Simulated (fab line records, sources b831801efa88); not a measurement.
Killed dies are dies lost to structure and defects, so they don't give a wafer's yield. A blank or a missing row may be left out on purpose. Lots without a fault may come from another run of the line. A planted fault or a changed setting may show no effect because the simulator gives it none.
fab line records | flow sky130
record lots=13 wafers=39 last_day=51
route steps=708 shown CAP2M@604 METAL5@664 PASSIVATION@692
lots that met no fault: from a run of the same line without faults
start_h: hours from the record's first day to the start of the lot's first wafer shown | wait_h: hours since the lot's step before | " the same as in the row above | L1.1+2: a row that stands for several wafers | - no value, or no start given | * or withheld: withheld | < > ~ a bound
route shown NAME@n: a module of which the file shows steps, and the number in the route of the first | usual: mean/standard deviation of fault-free wafers | same: alike in all rows | chamber/n: place in a boat | sites: the reading at each site | _std_site: their standard deviation | _edge_site: outer sites' mean less inner sites' | radius_mm: how far each site lies from the wafer's centre | mask NAME#n: copy n | behind: the tool/chamber that last shaped the wafer | hold: why the lot was held/for how many hours/how that ended | device: the transistor (n, p or np) that didn't switch | end of line: the same wafers' tests at the end of the route | a step without rows: its recipe alone | killed: dies lost to structure and defects at the first sort, not the wafer's yield | map: a wafer's dies, x killed, . not, _ none there
set.NAME: the setting as run; set.NAME@STEP: as run at that earlier step | model.NAME: the simulator's own value behind a step, which no gauge read
steps of the route over a sample of lots; a table a step, a row a wafer
services: from which hour (start_h, from the record's first day; less than 0 if before it) a tool's chamber was out of use, for how many hours, and why
## steps
# step SKY_CAP2M_THK_MEAS_01
# recipe reads=SiO2_of_CAP2M_CVD_00
# usual CAP2M_CVD_00_THK=15.55/0.19
# columns lot.wafer tool chamber start_h wait_h CAP2M_CVD_00_THK[nm]
L689.1 film_metro-03 - 925.50 - 15.10
L689.2 " - " " 15.14
L689.3 " - " " 15.21
L690.2 film_metro-02 - 954.58 - 15.49
L690.3 " - " " 15.55
L690.6 " - " " 15.69
L694.3 film_metro-04 - 957.20 - 15.51
L694.4 " - " " 15.47
L694.5 " - " " 15.51
L693.2 film_metro-04 - 961.76 - 15.37
L693.4 " - " " 15.64
L693.5 " - " " 15.80
L699.3 film_metro-04 - 994.82 - 15.41
L699.4 " - " " 15.60
L699.6 " - " " 15.78
L702.3 film_metro-03 - 1021.76 - 15.31
L702.4 " - " " 15.65
L702.6 " - " " 15.46
L703.1 film_metro-03 - 1022.06 - 15.43
L703.3 " - " " 15.61
L703.6 " - " " 15.91
L707.3 film_metro-04 - 1047.22 - 15.43
L707.4 " - " " 15.62
L707.6 " - " " 15.91
L708.1 film_metro-04 - 1067.45 - 15.59
L708.2 " - " " 15.22
L708.3 " - " " 15.41
L709.1 film_metro-03 - 1070.51 - 15.44
L709.2 " - " " 15.41
L709.3 " - " " 15.84
L710.1 film_metro-03 - 1083.65 - 15.30
L710.3 " - " " 15.27
L710.6 " - " " 15.53
L712.1 film_metro-03 - 1106.98 - 15.28
L712.2 " - " " 15.36
L712.4 " - " " 15.85
L711.1 film_metro-02 - 1107.25 - 15.46
L711.3 " - " " 15.32
L711.4 " - " " 15.75
# step SKY_CAP2M_THK_MEAS_04
# recipe thk_meas_gauge=xrf reads=TiN_of_CAP2M_SPUTTER_02
# usual CAP2M_TIN_THK=202.1/2.3
# columns lot.wafer tool chamber start_h wait_h CAP2M_TIN_THK[nm]
L689.1 film_metro-02 - 925.79 0.1 201.0
L689.2 " - " " 199.7
L689.3 " - " " 200.3
L690.2 film_metro-03 - 954.87 0.1 203.0
L690.3 " - " " 206.5
L690.6 " - " " 203.3
L694.3 film_metro-03 - 957.49 0.1 202.1
L694.4 " - " " 201.5
L694.5 " - " " 203.0
L693.2 film_metro-03 - 962.05 0.1 203.5
L693.4 " - " " 203.8
L693.5 " - " " 204.6
L699.3 film_metro-02 - 995.12 0.1 197.3
L699.4 " - " " 198.8
L699.6 " - " " 198.9
L702.3 film_metro-04 - 1022.05 0.1 196.5
L702.4 " - " " 199.7
L702.6 " - " " 198.4
L703.1 film_metro-04 - 1022.35 0.1 204.5
L703.3 " - " " 202.2
L703.6 " - " " 203.0
L707.3 film_metro-04 - 1047.51 0.1 200.0
L707.4 " - " " 200.2
L707.6 " - " " 201.1
L708.1 film_metro-04 - 1067.74 0.1 206.0
L708.2 " - " " 204.2
L708.3 " - " " 204.5
L709.1 film_metro-02 - 1070.80 0.1 203.3
L709.2 " - " " 206.6
L709.3 " - " " 204.3
L710.1 film_metro-03 - 1083.94 0.1 201.7
L710.3 " - " " 199.1
L710.6 " - " " 202.1
L712.1 film_metro-04 - 1107.27 0.1 201.7
L712.2 " - " " 201.8
L712.4 " - " " 201.3
L711.1 film_metro-03 - 1107.53 0.1 199.4
L711.3 " - " " 199.7
L711.4 " - " " 199.1
# step SKY_METAL5_SPUTTER_03
# recipe material=Ti target_thk_nm=5 power_w=3000 time_s=3.3 chamber_pressure_pa=0.4
# usual throttle_valve_pct=29.9/1
# columns lot.wafer tool chamber start_h wait_h throttle_valve_pct
L689.1 pvd_sputter-02 - 999.55 0.0 30.4
L689.2 " - " " 29.1
L689.3 " - " " 30.6
L690.2 pvd_sputter-04 - 1025.36 0.0 30.0
L690.3 " - " " 28.0
L690.6 " - " " 30.0
L694.3 pvd_sputter-03 - 1027.65 0.0 29.6
L694.4 " - " " 31.1
L694.5 " - " " 29.9
L693.2 pvd_sputter-04 - 1034.02 0.0 28.0
L693.4 " - " " 30.0
L693.5 " - " " 27.9
L699.3 pvd_sputter-02 - 1066.10 0.0 31.8
L699.4 " - " " 30.3
L699.6 " - " " 30.5
L702.3 pvd_sputter-03 - 1090.66 0.0 30.1
L702.4 " - " " 29.7
L702.6 " - " " 30.9
L703.1 pvd_sputter-04 - 1091.26 0.0 28.0
L703.3 " - " " 29.3
L703.6 " - " " 28.1
L707.3 pvd_sputter-04 - 1114.20 0.0 29.7
L707.4 " - " " 29.5
L707.6 " - " " 31.2
L708.1 pvd_sputter-03 - 1132.60 0.0 30.9
L708.2 " - " " 28.7
L708.3 " - " " 29.6
L709.1 pvd_sputter-02 - 1135.35 0.0 30.5
L709.2 " - " " 28.8
L709.3 " - " " 30.2
L710.1 pvd_sputter-02 - 1146.75 0.0 31.3
L710.3 " - " " 30.5
L710.6 " - " " 30.6
L712.1 pvd_sputter-02 - 1165.65 0.0 31.8
L712.2 " - " " 30.2
L712.4 " - " " 30.7
L711.1 pvd_sputter-03 - 1166.76 0.0 31.0
L711.3 " - " " 28.5
L711.4 " - " " 29.0
# step SKY_PASSIVATION_ETCH_11
# recipe chemistry=CF4/O2 target_depth_nm=725 stop_on=AlCu source_w=800 bias_w=150 pressure_mtorr=150 cf4_flow_sccm=80 O2_flow_sccm=10 time_s=161.1
# usual bias_w=149.9/0.44 drypump_motor_current_A=5.7/0.44 oes_product_au=0.975/0.0064 rf_fwd_power_W=797.1/2.5 throttle_valve_pct=5.964/0.0092
# columns lot.wafer tool chamber start_h wait_h bias_w drypump_motor_current_A oes_product_au rf_fwd_power_W rf_hours_counter_h throttle_valve_pct
L689.1 rie_diel-02 1 1046.37 - 150.2 6.0 0.973 799.7 1 5.965
L689.2 " 2 " " 149.2 5.7 0.975 795.4 13 5.977
L689.3 " 0 " " 150.2 5.9 0.983 802.5 11 5.967
L690.2 rie_diel-04 2 1069.31 - 149.8 5.7 0.977 792.0 14 5.967
L690.3 " 1 " " 149.5 6.0 0.979 793.1 21 5.955
L690.6 " 2 " " 150.0 5.6 0.971 791.6 - 5.958
L694.3 rie_diel-01 1 1071.62 - 149.8 5.2 0.979 799.7 9 5.944
L694.4 " 2 " " 149.5 4.7 0.978 798.4 5 5.962
L694.5 " 0 " " 149.8 6.3 0.978 799.2 - 5.974
L693.2 rie_diel-04 3 1076.97 - 150.2 6.6 0.978 799.2 8 5.977
L693.4 " 2 " " 149.3 5.7 0.981 793.7 14 5.977
L693.5 " 2 " " 149.8 5.7 0.980 795.0 - 5.962
L699.3 rie_diel-04 0 1108.22 - 149.6 5.6 0.976 788.9 16 5.950
L699.4 " 3 " " 149.6 6.6 0.910 669.3 9 5.949
L699.6 " 3 " " 149.9 6.6 0.922 671.0 - 5.943
L702.3 rie_diel-02 0 1131.42 - 149.6 5.9 0.969 795.6 13 5.956
L702.4 " 2 " " 150.5 5.7 0.973 798.8 16 5.962
L702.6 " 2 " " 150.1 5.7 0.966 793.0 - 5.967
L703.1 rie_diel-01 0 1132.47 - 149.7 6.3 0.975 796.8 26 5.958
L703.3 " 2 " " 149.8 4.7 0.980 797.6 7 5.982
L703.6 " 0 " " 149.8 6.3 0.979 795.5 - 5.956
L707.3 rie_diel-01 0 1153.32 - 149.7 6.3 0.969 794.9 26 5.974
L707.4 " 1 " " 150.2 5.2 0.981 796.6 12 5.968
L707.6 " 0 " " 149.9 6.3 0.978 792.2 - 5.968
L708.1 rie_diel-01 3 1169.37 - 150.3 5.9 0.974 803.0 25 5.955
L708.2 " 2 " " 150.6 4.7 0.971 799.9 9 5.964
L708.3 " 1 " " 149.9 5.2 0.982 796.5 13 5.972
L709.1 rie_diel-01 2 1172.02 - 150.2 4.7 0.968 795.2 9 5.968
L709.2 " 1 " " 150.7 5.2 0.970 795.2 13 5.973
L709.3 " 3 " " 150.0 5.9 0.980 795.6 26 5.956
L710.1 rie_diel-02 1 1181.86 - 149.3 6.0 0.966 795.6 6 5.968
L710.3 " 0 " " 150.3 5.9 0.971 793.7 15 5.970
L710.6 " 0 " " 150.0 5.9 0.984 796.3 - 5.972
L712.1 rie_diel-02 3 1198.01 - 149.6 5.7 0.955 796.3 21 5.953
L712.2 " 2 " " 149.5 5.7 0.974 796.7 19 5.962
L712.4 " 0 " " 150.4 5.9 0.975 794.1 16 5.960
L711.1 rie_diel-02 2 1198.96 - 149.7 5.7 0.961 799.9 19 5.964
L711.3 " 0 " " 150.1 5.9 0.979 799.9 16 5.970
L711.4 " 1 " " 149.4 6.0 0.968 796.6 6 5.951
# step SKY_PASSIVATION_STRIP_12
# recipe chemistry=O2/N2 power_w=1400 pressure_mtorr=1500 platen_temp_c=withheld overash_fraction=0.7 o2_flow_sccm=3000 n2_flow_sccm=300
# usual drypump_motor_current_A=5.6/0.54 oes_product_au=0.661/0.0042 strip_time_to_endpoint_s=31.56/0.12
# columns lot.wafer tool chamber start_h wait_h drypump_motor_current_A oes_product_au rf_hours_counter_h strip_time_to_endpoint_s
L689.1 plasma_asher-01 1 1046.48 0.1 5.9 0.666 31 31.65
L689.2 " 0 " " 5.5 0.661 31 31.71
L689.3 " 0 " " 5.5 0.668 - 31.75
L690.2 plasma_asher-02 0 1069.42 0.1 5.7 0.664 92 31.69
L690.3 " 0 " " 5.7 0.668 - 31.56
L690.6 " 1 " " 4.8 0.662 - 31.57
L694.3 plasma_asher-01 0 1071.76 0.1 5.5 0.657 - 31.55
L694.4 " 1 " " 5.9 0.659 - 31.63
L694.5 " 0 " " 5.5 0.662 - 31.62
L693.2 plasma_asher-02 1 1077.07 0.1 4.9 0.660 92 31.40
L693.4 " 1 " " 4.9 0.660 - 31.44
L693.5 " 1 " " 4.9 0.656 - 31.48
L699.3 plasma_asher-03 0 1108.35 0.1 6.5 0.667 - 31.38
L699.4 " 1 " " 5.5 0.662 - 32.20
L699.6 " 1 " " 5.5 0.658 - 32.22
L702.3 plasma_asher-03 0 1131.55 0.1 6.5 0.655 - 31.61
L702.4 " 1 " " 5.5 0.664 - 31.61
L702.6 " 1 " " 5.5 0.657 - 31.59
L703.1 plasma_asher-02 0 1132.57 0.1 5.7 0.664 97 31.61
L703.3 " 1 " " 4.9 0.659 - 31.59
L703.6 " 0 " " 5.7 0.662 - 31.48
L707.3 plasma_asher-03 0 1153.46 0.1 6.5 0.657 - 31.56
L707.4 " 1 " " 5.4 0.657 - 31.50
L707.6 " 1 " " 5.5 0.667 - 31.54
L708.1 plasma_asher-02 1 1169.48 0.1 4.9 0.656 101 31.52
L708.2 " 0 " " 5.7 0.659 101 31.68
L708.3 " 0 " " 5.7 0.661 - 31.60
L709.1 plasma_asher-02 0 1172.12 0.1 5.7 0.660 101 31.62
L709.2 " 1 " " 4.9 0.667 101 31.40
L709.3 " 0 " " 5.7 0.658 - 31.51
L710.1 plasma_asher-02 0 1181.97 0.1 5.8 0.663 102 31.77
L710.3 " 1 " " 4.9 0.670 - 31.65
L710.6 " 1 " " 4.9 0.663 - 31.71
L712.1 plasma_asher-02 0 1198.12 0.1 5.7 0.654 104 31.60
L712.2 " 1 " " 4.9 0.664 104 31.58
L712.4 " 1 " " 4.8 0.661 - 31.69
L711.1 plasma_asher-03 0 1199.07 0.1 6.5 0.657 13 31.54
L711.3 " 1 " " 5.5 0.665 - 31.47
L711.4 " 0 " " 6.5 0.661 - 31.53
## services
# columns tool chamber start_h hours kind
pvd_sputter-03 - 994.98 2.5 repair
pvd_sputter-04 - 996.36 1.7 repair
rie_diel-02 2 997.15 39.1 repair
rie_diel-01 1 998.48 5.4 repair
rie_diel-02 3 999.02 12.0 repair
rie_diel-01 3 1003.24 3.0 repair
plasma_asher-02 - 1014.33 13.6 repair
rie_diel-02 - 1019.65 1.0 repair
rie_diel-04 - 1029.02 0.7 repair
plasma_asher-02 - 1032.09 2.8 pm
rie_diel-02 - 1043.35 2.1 repair
rie_diel-01 3 1055.24 6.4 repair
plasma_asher-03 - 1055.32 9.0 pm
rie_diel-01 - 1059.36 2.8 pm
plasma_asher-01 - 1061.48 2.2 repair
pvd_sputter-02 - 1086.25 9.4 repair
pvd_sputter-03 - 1093.89 1.9 repair
rie_diel-04 2 1135.04 3.2 repair
plasma_asher-02 - 1162.74 1.5 repair
pvd_sputter-04 - 1169.40 5.2 repair
rie_diel-02 0 1170.55 5.4 repair
rie_diel-04 - 1173.65 0.5 repair
rie_diel-01 2 1190.28 7.4 repair
pvd_sputter-02 - 1195.99 7.5 repair
## key
first_sign step=SKY_PASSIVATION_ETCH_11 reading=rf_fwd_power_W direction=down sigmas=52 usual=797.1 struck=670.1
effect step=SKY_PASSIVATION_ETCH_11 reading=oes_product_au direction=down sigmas=9.3 usual=0.975 struck=0.916
effect step=SKY_PASSIVATION_STRIP_12 reading=strip_time_to_endpoint_s direction=up sigmas=5.6 usual=* struck=*
met_at SKY_PASSIVATION_ETCH_11
struck_lots L699
struck_wafers L699.4,L699.6
sort_left_out L699.4,L699.6
not_acting_at SKY_CAP2M_THK_MEAS_01,SKY_CAP2M_THK_MEAS_04,SKY_METAL5_SPUTTER_03
onset_between 1076.97 1108.22
fault kind=process_parameter_drift tool=rie_diel-04 chamber=3 onset_h=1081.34 steps=SKY_PASSIVATION_ETCH_11 channel=source_w offset=-128 shape=step end_h=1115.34 acts_in=these_recipes_only stated=800
# sort_left_out: the simulated sort isn't trusted on such a fault, so these wafers' sort isn't shown, and their yield isn't known
